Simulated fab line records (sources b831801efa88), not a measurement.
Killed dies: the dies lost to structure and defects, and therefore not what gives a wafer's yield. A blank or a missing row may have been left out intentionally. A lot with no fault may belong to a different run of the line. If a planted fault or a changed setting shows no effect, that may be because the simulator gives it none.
Struck lot and sound lot, side by side + flow gf180mcu + 16 steps out of a route of 602
Sound: the wafers L195.1, L195.3, L195.6. Wafers struck: L198.2, L198.4, L198.5. Last of all comes the cause.
For every step that has rows: the tool of each side, followed by ch and its chambers, followed by its first start. Under that, the readings that differ: sound wafers + struck wafers + difference of the means + sigmas: that difference in standard deviations of wafers without a fault.
alike: words and numbers the same on both sides, and readings whose means are apart by under 2 such deviations; not compared: readings that were withheld, readings missing a value for some wafer, numbers with overlapping values and no deviation given by the record, and bounds like >300 which may hide the same value.
Wherever a step has rows on one side only, a row that says differs or no value, or a row with sigmas, the two part there. Numbers that have no deviation but don't overlap get no sigmas and don't part them. A reading missing from all wafers of one side parts the sides only when that side holds two or more wafers.

first, 6 steps without rows for these wafers: GF_M4_HMDS_08 (prime time 60 s); GF_M4_COAT_09 (resist thk 1000 nm); GF_M4_SOFTBAKE_10 (time 60 s); GF_M4_EXPOSE_11 (exposes mask Metal4, target cd 280 nm); GF_M4_PEB_12 (peb time 90 s); GF_M4_DEVELOP_13 (develop time 60 s).
GF_M4_CD_MEAS_14: target cd 280 nm.
  sound on cd_sem-01, day 23 19:08; struck on cd_sem-02, day 25 03:48
| reading    | sound             | struck            | difference | sigmas |
|------------|-------------------|-------------------|------------|--------|
| cd_nm (nm) | 281.3 280.9 280.4 | 277.6 278.7 277.4 | -3.0       | -3     |
GF_M4_OVL_MEAS_15:
  sound on overlay-02, day 23 19:15; struck on overlay-02, day 25 03:55
  alike: M4_OVL
GF_M4_METAL_ETCH_16: etches the open film in Cl2/BCl3, stops on SiO2, target depth 750.8 nm, time 125.1 s.
  sound on rie_metal-04 ch 0,1, day 23 19:17; struck on rie_metal-04 ch 0,1, day 25 03:56
  alike: drypump_motor_current_A, oes_product_au, throttle_valve_pct
  not compared: rf_hours_counter_h
GF_M4_STRIP_17: strips in O2/N2.
  sound on plasma_asher-01 ch 1, day 23 19:25; struck on plasma_asher-04 ch 0,1, day 25 04:04
  alike: drypump_motor_current_A, heater_power_w, oes_product_au, strip_time_to_endpoint_s
  not compared: rf_hours_counter_h
then, 2 steps without rows for these wafers: GF_M4_STRIP_18 (strips in post etch residue remover, time 1200 s); GF_M4_CLEAN_19 (cleans in DIW).
GF_V4_CVD_00: deposits SiO2, target thk 600 nm, time 100 s.
  sound on hdpcvd-02 ch 1,2, day 23 19:57; struck on hdpcvd-02 ch 0,2, day 25 04:36
| reading                             | sound             | struck            | difference | sigmas |
|-------------------------------------|-------------------|-------------------|------------|--------|
| sih4_flow_sccm (sccm)               | 59.92 60.17 60.11 | 47.91 47.74 47.67 | -12.29     | -61    |
| model.SiO2_of_V4_CVD_00.thk_nm (nm) | 599 600.8 587.6   | 472.6 482 480.6   | -117.4     |        |
GF_V4_THK_MEAS_01:
  sound on film_metro-02, day 23 20:01; struck on film_metro-04, day 25 04:41
| reading            | sound       | struck      | difference | sigmas |
|--------------------|-------------|-------------|------------|--------|
| V4_CVD_00_THK (nm) | 599 601 588 | 473 482 481 | -117       | -21    |
GF_V4_CVD_02: deposits SiO2 from TEOS, target thk 850 nm, time 94.851 s.
  sound on pecvd-02 ch 0,1, day 23 20:05; struck on pecvd-02 ch 0,2, day 25 04:44
  alike: heater_power_outer_w, heater_power_w
GF_PASSIVATION_PROBE_99:
  rows exist in the record for the sound wafers here (prober-01, day 29 08:16), none for the struck ones

## WHERE THEY PART
Last at GF_PASSIVATION_PROBE_99 as far as this record goes, first at GF_M4_CD_MEAS_14.

WHY: what the simulator had put in
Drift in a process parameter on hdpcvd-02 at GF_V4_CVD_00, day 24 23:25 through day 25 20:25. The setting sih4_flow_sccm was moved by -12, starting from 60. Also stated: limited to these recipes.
